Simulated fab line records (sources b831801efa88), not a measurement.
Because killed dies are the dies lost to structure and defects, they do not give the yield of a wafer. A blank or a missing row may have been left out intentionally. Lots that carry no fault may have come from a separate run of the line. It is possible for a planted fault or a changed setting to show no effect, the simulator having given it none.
fab line records	flow sfq_line
[record] lots = 7	wafers = 19	last_day = 95
route steps=325 shown L0V@20 M0@28
lots with no fault: from the same line, run without faults
start_h: start of the lot's first displayed wafer, in hours after the record's first day	wait_h: time in hours since the lot's previous step	" repeats the value in the row above	L1.1+2: a single row standing in for several wafers	- either no value or no given start	* or withheld: withheld	< > ~ a bound
route shown NAME@n: NAME is a module with steps in the file, n the number in the route of the first one	usual: mean and standard deviation over wafers with no fault	same: alike in all rows	chamber/n: place in a boat	sites: each site's reading	_std_site: the values' standard deviation	_edge_site: inner sites' mean taken away from outer sites' mean	radius_mm: for every site, how far away it sits from the centre of the wafer	mask NAME#n: copy n	behind: the tool/chamber that last shaped the wafer	hold: why the lot went on hold/how many hours it stayed there/how the hold came to an end	device: the n, p or np transistor that did not switch	end of line: the tests these same wafers got at the end of their route	a step given without rows: its recipe and nothing more	killed: at the first sort, the dies lost to defects and structure; wafer yield is something else	map: shows each die of a wafer: x if killed, . if not, _ if none is there
set.NAME: the setting the step ran with; set.NAME@STEP: the setting that earlier step ran with	model.NAME: the simulator's own value behind a step, which no gauge read
lots at selected steps of the route; one table per step, one row per wafer
services: from which hour (start_h, from the record's first day; less than 0 if before it) a tool's chamber was out of use, for how many hours, and why
[[steps]]
[step SFQ_TRILAYER_L0_VIA_LITHO_EXPOSE_014]
[recipe] mask_id = L0V	na = 0.6	source_shape = conventional	sigma_outer = 0.65	target_cd_nm = 700	dose_mj = 21.3
[step SFQ_TRILAYER_L0_VIA_LITHO_PEB_016]
[recipe] peb_temp_c = 115	peb_time_s = 60	resist = KrF
[step SFQ_TRILAYER_L0_VIA_LITHO_DEVELOP_015]
[recipe] time_s = 60	resist = KrF
[step SFQ_L0V_OVL_MEAS_903]
[usual] L0V_OVL = 1/5.3
lot.wafer	tool	chamber	start_h	wait_h	L0V_OVL[nm]
L352.2	overlay-02	-	155.79	0.1	-8
L352.3	"	-	"	"	0
L352.6	"	-	"	"	-8
L358.2	overlay-01	-	215.06	0.1	6
L358.4	"	-	"	"	-3
L358.6	"	-	"	"	2
L361.1	overlay-01	-	233.06	0.1	-9
L361.4	"	-	"	"	-2
L361.5	"	-	"	"	-3
L362.1	overlay-02	-	241.46	0.1	0
L362.5	"	-	"	"	5
L363.1	overlay-01	-	248.66	0.1	-12
L363.5	"	-	"	"	-7
L370.1	overlay-01	-	288.26	0.1	1
L370.3	"	-	"	"	11
L370.5	"	-	"	"	5
L375.1	overlay-02	-	342.38	0.1	6
L375.3	"	-	"	"	5
L375.6	"	-	"	"	3
[step SFQ_TRILAYER_L0_VIA_BARC_OPEN_VIA_ETCH_021]
[recipe] mask_material = PR	chemistry = O2	target_depth_nm = 125	target = BARC	source_w = 500	bias_w = 80	pressure_mtorr = 30	time_s = 41.7
[usual] bias_w = 80.02/0.26	drypump_motor_current_A = 5.4/0.44	oes_product_au = 0.685/0.0048
lot.wafer	tool	chamber	start_h	wait_h	bias_w	drypump_motor_current_A	oes_product_au	rf_hours_counter_h
L352.2	rie_diel-02	0	155.82	0.0	79.64	5.6	0.679	88
L352.3	"	1	"	"	80.24	4.9	0.687	143
L352.6	"	0	"	"	79.79	5.6	0.683	-
L358.2	rie_diel-04	1	215.09	0.0	79.76	5.9	0.680	5
L358.4	"	2	"	"	79.70	4.9	0.684	2
L358.6	"	3	"	"	79.84	5.5	0.685	-
L361.1	rie_diel-04	0	233.09	0.0	80.20	5.0	0.689	62
L361.4	"	2	"	"	80.31	4.9	0.686	3
L361.5	"	3	"	"	79.81	5.4	0.683	-
L362.1	rie_diel-01	0	241.49	0.0	80.54	5.7	0.680	69
L362.5	"	2	"	"	80.16	6.3	0.683	-
L363.1	rie_diel-01	2	248.69	0.0	80.01	6.3	0.688	70
L363.5	"	2	"	"	80.15	6.3	0.681	-
L370.1	rie_diel-04	1	288.29	0.0	79.68	5.9	0.688	6
L370.3	"	0	"	"	80.20	5.0	0.681	63
L370.5	"	0	"	"	80.49	5.0	0.694	-
L375.1	rie_diel-04	3	342.42	0.0	79.85	5.4	0.679	13
L375.3	"	1	"	"	80.01	5.9	0.685	7
L375.6	"	3	"	"	80.19	5.4	0.683	-
[step SFQ_TRILAYER_L0_VIA_ETCH_VIA_ETCH_016]
[recipe] target = SiO2	stop_on = MoNx_KI	mask_material = PR	chemistry = CHF3	target_depth_nm = 80	source_w = 500	bias_w = 80	pressure_mtorr = 30	time_s = withheld
[usual] bias_w = 80.01/0.23	drypump_motor_current_A = 5.4/0.44	oes_product_au = 0.843/0.008
lot.wafer	tool	chamber	start_h	wait_h	bias_w	drypump_motor_current_A	oes_product_au
L352.2	rie_diel-02	0	155.86	0.0	80.01	5.6	0.822
L352.3	"	1	"	"	80.02	4.9	0.820
L352.6	"	0	"	"	79.60	5.6	0.841
L358.2	rie_diel-04	1	215.13	0.0	79.95	5.9	0.837
L358.4	"	2	"	"	80.20	4.9	0.854
L358.6	"	3	"	"	80.26	5.5	0.835
L361.1	rie_diel-04	0	233.13	0.0	80.61	5.0	0.836
L361.4	"	2	"	"	80.40	4.9	0.855
L361.5	"	3	"	"	80.02	5.5	0.845
L362.1	rie_diel-01	0	241.53	0.0	80.05	5.7	0.842
L362.5	"	2	"	"	80.14	6.3	0.834
L363.1	rie_diel-01	2	248.73	0.0	80.22	6.3	0.851
L363.5	"	2	"	"	79.89	6.3	0.843
L370.1	rie_diel-04	1	288.33	0.0	80.21	5.9	0.840
L370.3	"	0	"	"	79.59	5.0	0.859
L370.5	"	0	"	"	80.08	5.0	0.853
L375.1	rie_diel-04	3	342.46	0.0	79.91	5.5	0.839
L375.3	"	1	"	"	80.14	5.8	0.843
L375.6	"	3	"	"	80.14	5.5	0.842
[step SFQ_TRILAYER_L0_VIA_STRIP_STRIP_017]
[recipe] gas = O2	power_w = 200	platen_temp_c = 40	overash_fraction = 0.65	chemistry = O2	pressure_mtorr = 50
[usual] drypump_motor_current_A = 5.4/0.39	oes_product_au = 1.005/0.01
lot.wafer	tool	chamber	start_h	wait_h	drypump_motor_current_A	oes_product_au	rf_hours_counter_h
L352.2	rie_metal-02	1	155.90	-	6.4	1.009	150
L352.3	"	0	"	"	5.3	1.008	-
L352.6	"	1	"	"	6.4	1.009	-
L358.2	rie_metal-01	0	215.18	-	5.4	1.012	28
L358.4	"	0	"	"	5.4	1.007	-
L358.6	"	0	"	"	5.4	1.006	-
L361.1	rie_metal-04	0	233.18	-	5.3	0.997	140
L361.4	"	1	"	"	5.2	1.000	-
L361.5	"	1	"	"	5.2	0.994	-
L362.1	rie_metal-02	1	241.58	-	6.5	1.012	166
L362.5	"	0	"	"	5.3	1.008	-
L363.1	rie_metal-04	0	248.78	-	5.3	0.992	142
L363.5	"	0	"	"	5.2	0.998	-
L370.1	rie_metal-04	1	288.38	-	5.2	0.990	166
L370.3	"	1	"	"	5.2	1.005	-
L370.5	"	1	"	"	5.2	0.998	-
L375.1	rie_metal-01	1	342.50	-	5.4	1.031	120
L375.3	"	0	"	"	5.4	0.993	-
L375.6	"	1	"	"	5.4	1.031	-
[step SFQ_TRILAYER_L0_VIA_STRIP_SOLV_CLEAN_018]
[recipe] chemistry = NMP	temp_c = 70	time_s = 600
[step SFQ_TRILAYER_M0_DEP_PRE_CLEAN_020]
[recipe] gas = Ar	time_s = 15	bias_v = 250
[step SFQ_TRILAYER_M0_DEP_SPUTTER_019]
[recipe] material = Nb	base_pressure_pa = 1.33e-06	chamber_pressure_pa = 0.1333	substrate_temp_c = 20	resputter_cathode_voltage_v = 400	target_thk_nm = 200	power_w = 2000	time_s = 133.3
[usual] cathode_dc_power_W = 2000.0/0.36	throttle_valve_pct = 30.2/0.92
lot.wafer	tool	chamber	start_h	wait_h	cathode_dc_power_W	throttle_valve_pct
L352.2	pvd_sputter-04	-	156.70	0.0	2000.0	29.2
L352.3	"	-	"	"	2000.2	29.5
L352.6	"	-	"	"	2000.2	29.2
L358.2	pvd_sputter-04	-	215.98	0.0	1999.7	29.4
L358.4	"	-	"	"	2000.6	30.4
L358.6	"	-	"	"	2000.0	30.6
L361.1	pvd_sputter-03	-	234.01	0.0	2000.4	30.0
L361.4	"	-	"	"	1999.6	30.2
L361.5	"	-	"	"	2000.1	29.9
L362.1	pvd_sputter-03	-	242.38	0.0	2000.0	29.9
L362.5	"	-	"	"	1999.9	30.0
L363.1	pvd_sputter-06	-	249.58	0.0	2000.3	30.2
L363.5	"	-	"	"	2000.5	30.6
L370.1	pvd_sputter-04	-	289.19	0.0	2000.3	29.1
L370.3	"	-	"	"	1999.8	30.8
L370.5	"	-	"	"	1999.9	29.1
L375.1	pvd_sputter-06	-	343.30	0.0	1999.1	30.2
L375.3	"	-	"	"	1999.5	30.8
L375.6	"	-	"	"	2000.0	32.8
[step SFQ_M0_RS_MEAS_904]
[recipe] thk_meas_gauge = four-point-probe	reads = Nb_of_TRILAYER_M0_DEP_SPUTTER_019
[usual] M0_NB_RS = 0.892/0.0097
lot.wafer	tool	chamber	start_h	wait_h	M0_NB_RS[ohm/sq]
L352.2	film_metro-03	-	156.82	0.1	0.905
L352.3	"	-	"	"	0.896
L352.6	"	-	"	"	0.906
L358.2	film_metro-03	-	216.09	0.1	0.903
L358.4	"	-	"	"	0.903
L358.6	"	-	"	"	0.898
L361.1	film_metro-03	-	234.10	0.0	0.891
L361.4	"	-	"	"	0.895
L361.5	"	-	"	"	0.891
L362.1	film_metro-03	-	242.47	0.0	0.887
L362.5	"	-	"	"	0.884
L363.1	film_metro-03	-	249.67	0.0	0.885
L363.5	"	-	"	"	0.902
L370.1	film_metro-01	-	289.28	0.0	0.897
L370.3	"	-	"	"	0.898
L370.5	"	-	"	"	0.905
L375.1	film_metro-01	-	343.39	0.0	0.900
L375.3	"	-	"	"	0.903
L375.6	"	-	"	"	0.896
[step SFQ_TRILAYER_M0_LITHO_COAT_026]
[recipe] resist = BARC	spin_rpm = 3000	resist_thk_nm = 62
[usual] spin_speed_rpm = 2999.9/1.9
lot.wafer	tool	chamber	start_h	wait_h	spin_speed_rpm	model.BARC_of_TRILAYER_M0_LITHO_COAT_026.thk_nm
L352.2	litho_track-03	0	157.03	0.1	2999.1	61.84
L352.3	"	0	"	"	2999.3	61.65
L352.6	"	0	"	"	2997.7	61.8
L358.2	litho_track-01	0	216.30	0.1	2996.5	62.21
L358.4	"	0	"	"	2999.9	62.21
L358.6	"	0	"	"	3000.3	61.99
L361.1	litho_track-01	0	234.28	0.1	2999.6	61.87
L361.4	"	0	"	"	3001.7	61.77
L361.5	"	0	"	"	2997.5	44.92
L362.1	litho_track-01	0	242.65	0.1	2997.6	61.79
L362.5	"	0	"	"	2995.9	44.92
L363.1	litho_track-01	0	249.85	0.1	3001.2	61.67
L363.5	"	0	"	"	2996.7	44.9
L370.1	litho_track-03	0	289.46	0.1	3001.2	61.92
L370.3	"	0	"	"	3000.6	62.09
L370.5	"	0	"	"	2997.5	62.32
L375.1	litho_track-02	0	343.57	0.1	2999.7	61.85
L375.3	"	0	"	"	2995.9	61.74
L375.6	"	0	"	"	2996.0	61.89
[step SFQ_TRILAYER_M0_LITHO_COAT_021]
[recipe] resist = KrF	spin_rpm = 3000	resist_thk_nm = 600
[step SFQ_TRILAYER_M0_LITHO_SOFTBAKE_025]
[recipe] temp_c = withheld	time_s = withheld	resist = KrF
[step SFQ_TRILAYER_M0_LITHO_EXPOSE_022]
[recipe] mask_id = M0	na = 0.6	source_shape = conventional	sigma_outer = 0.65	target_cd_nm = 500	dose_mj = 14.4
[step SFQ_TRILAYER_M0_LITHO_PEB_024]
[recipe] peb_temp_c = 115	peb_time_s = 60	resist = KrF
[step SFQ_TRILAYER_M0_LITHO_DEVELOP_023]
[recipe] time_s = 60	resist = KrF
[step SFQ_M0_OVL_MEAS_906]
[usual] M0_OVL = 2/5.7
lot.wafer	tool	chamber	start_h	wait_h	M0_OVL[nm]
L352.2	overlay-02	-	259.46	0.1	1
L352.3	"	-	"	"	-2
L352.6	"	-	"	"	-4
L358.2	overlay-01	-	324.39	0.1	7
L358.4	"	-	"	"	1
L358.6	"	-	"	"	11
L361.1	overlay-02	-	355.58	0.1	5
L361.4	"	-	"	"	-5
L361.5	"	-	"	"	3
L362.1	overlay-01	-	366.26	0.1	4
L362.5	"	-	"	"	-3
L363.1	overlay-01	-	375.86	0.1	2
L363.5	"	-	"	"	-1
L370.1	overlay-01	-	423.92	0.1	10
L370.3	"	-	"	"	12
L370.5	"	-	"	"	8
L375.1	overlay-02	-	485.57	0.1	1
L375.3	"	-	"	"	-2
L375.6	"	-	"	"	4
[step SFQ_TRILAYER_M0_BARC_OPEN_METAL_ETCH_031]
[recipe] mask_material = PR	chemistry = O2	target_depth_nm = 125	target = BARC	icp_w = 600	bias_w = 80	pressure_mtorr = 10	time_s = 41.7
[usual] bias_w = 79.97/0.27	drypump_motor_current_A = 5.6/0.42	oes_product_au = 0.684/0.0048
lot.wafer	tool	chamber	start_h	wait_h	bias_w	drypump_motor_current_A	oes_product_au	rf_hours_counter_h	model.etch.depth_nm
L352.2	rie_metal-03	0	259.49	0.0	80.16	5.5	0.680	17	61.84
L352.3	"	0	"	"	79.73	5.5	0.685	-	61.65
L352.6	"	0	"	"	80.19	5.5	0.690	-	61.8
L358.2	rie_metal-03	0	324.44	0.0	80.20	5.5	0.684	-	62.21
L358.4	"	0	"	"	79.97	5.5	0.685	-	62.21
L358.6	"	0	"	"	80.34	5.5	0.698	-	61.99
L361.1	rie_metal-03	1	355.62	0.0	80.01	5.8	0.688	3	61.87
L361.4	"	0	"	"	80.45	5.5	0.690	-	61.77
L361.5	"	0	"	"	80.26	5.5	0.600	-	44.92
L362.1	rie_metal-03	1	366.30	0.0	79.87	5.8	0.674	5	61.79
L362.5	"	1	"	"	79.86	5.8	0.599	-	44.92
L363.1	rie_metal-03	1	375.90	0.0	79.64	5.8	0.669	7	61.67
L363.5	"	0	"	"	79.97	5.5	0.608	-	44.9
L370.1	rie_metal-02	1	423.95	0.0	79.83	6.4	0.683	3	61.92
L370.3	"	0	"	"	79.80	5.3	0.687	-	62.09
L370.5	"	1	"	"	79.39	6.5	0.678	-	62.32
L375.1	rie_metal-02	0	485.60	0.0	79.89	5.3	0.683	60	61.85
L375.3	"	0	"	"	79.53	5.3	0.681	-	61.74
L375.6	"	1	"	"	80.22	6.4	0.681	-	61.89
[step SFQ_TRILAYER_M0_ETCH_METAL_ETCH_024]
[recipe] target = Nb	stop_on = SiO2	mask_material = PR	chemistry = Cl2/Ar	target_depth_nm = 240	icp_w = 600	bias_w = 80	pressure_mtorr = 10	time_s = 120
[usual] bias_w = 80.02/0.22	drypump_motor_current_A = 5.6/0.42	oes_product_au = 0.894/0.0077
lot.wafer	tool	chamber	start_h	wait_h	bias_w	drypump_motor_current_A	oes_product_au	rf_hours_counter_h
L352.2	rie_metal-03	0	259.55	0.0	79.96	5.5	0.888	17
L352.3	"	0	"	"	79.97	5.5	0.893	-
L352.6	"	0	"	"	80.16	5.5	0.885	-
L358.2	rie_metal-03	0	324.58	0.1	79.90	5.5	0.885	-
L358.4	"	0	"	"	79.62	5.5	0.904	-
L358.6	"	0	"	"	79.93	5.5	0.895	-
L361.1	rie_metal-03	1	355.68	0.0	80.06	5.8	0.894	3
L361.4	"	0	"	"	79.87	5.5	0.889	-
L361.5	"	0	"	"	79.72	5.5	0.896	-
L362.1	rie_metal-03	1	366.36	0.0	80.17	5.8	0.903	5
L362.5	"	1	"	"	79.92	5.8	0.893	-
L363.1	rie_metal-03	1	375.96	0.0	80.23	5.8	0.893	7
L363.5	"	0	"	"	79.92	5.5	0.885	-
L370.1	rie_metal-02	1	424.01	0.0	79.72	6.4	0.884	3
L370.3	"	0	"	"	79.78	5.3	0.896	-
L370.5	"	1	"	"	79.75	6.4	0.887	-
L375.1	rie_metal-02	0	485.66	0.0	80.13	5.3	0.896	60
L375.3	"	0	"	"	79.95	5.3	0.885	-
L375.6	"	1	"	"	79.87	6.4	0.888	-
[[services]]
tool	chamber	start_h	hours	kind
rie_metal-03	0	146.80	10.5	repair
rie_diel-04	-	154.59	2.8	pm
rie_metal-04	-	155.61	14.6	pm
rie_diel-01	-	196.48	1.1	repair
rie_diel-04	2	198.74	12.2	repair
rie_metal-02	-	203.10	0.6	repair
rie_diel-01	0	216.44	7.0	repair
rie_metal-02	-	245.08	0.7	repair
rie_diel-01	3	246.73	3.2	repair
rie_diel-04	-	249.33	4.3	pm
rie_diel-01	1	270.29	2.8	repair
rie_diel-04	-	292.58	14.6	pm
rie_diel-01	0	327.18	1.9	repair
rie_diel-01	-	336.00	15.6	pm
rie_metal-04	1	350.32	11.1	repair
rie_diel-01	3	364.05	9.3	repair
rie_diel-01	1	371.87	3.3	repair
rie_metal-03	1	443.79	8.5	repair
rie_diel-01	-	446.82	2.8	pm
rie_diel-04	0	450.61	1.4	repair
rie_diel-01	0	451.84	11.4	repair
rie_metal-02	-	456.79	0.6	repair
rie_metal-04	0	458.12	19.4	repair
rie_diel-01	1	472.72	20.7	repair
[[key]]
[first_sign] step = SFQ_TRILAYER_M0_BARC_OPEN_METAL_ETCH_031	reading = oes_product_au	direction = down	sigmas = 17	usual = 0.684	struck = 0.602
effect none on later readings
[model_effect] step = SFQ_TRILAYER_M0_LITHO_COAT_026	value = BARC_of_TRILAYER_M0_LITHO_COAT_026.thk_nm	without = 61.8	struck = 44.91
[model_effect] step = SFQ_TRILAYER_M0_BARC_OPEN_METAL_ETCH_031	value = etch.depth_nm	without = 61.8	struck = 44.91
met_at SFQ_TRILAYER_M0_LITHO_COAT_026
struck_wafers L361.5,L362.5,L363.5
onset_between 216.30 234.28
[fault] kind = process_parameter_drift	tool = litho_track-01	chamber = -	onset_h = 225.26	steps = SFQ_TRILAYER_M0_LITHO_COAT_026	channel = resist_thk_nm	offset = -16.941	shape = step	end_h = 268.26	scope = struck_wafers_only	acts_in = these_recipes_only	stated = 62
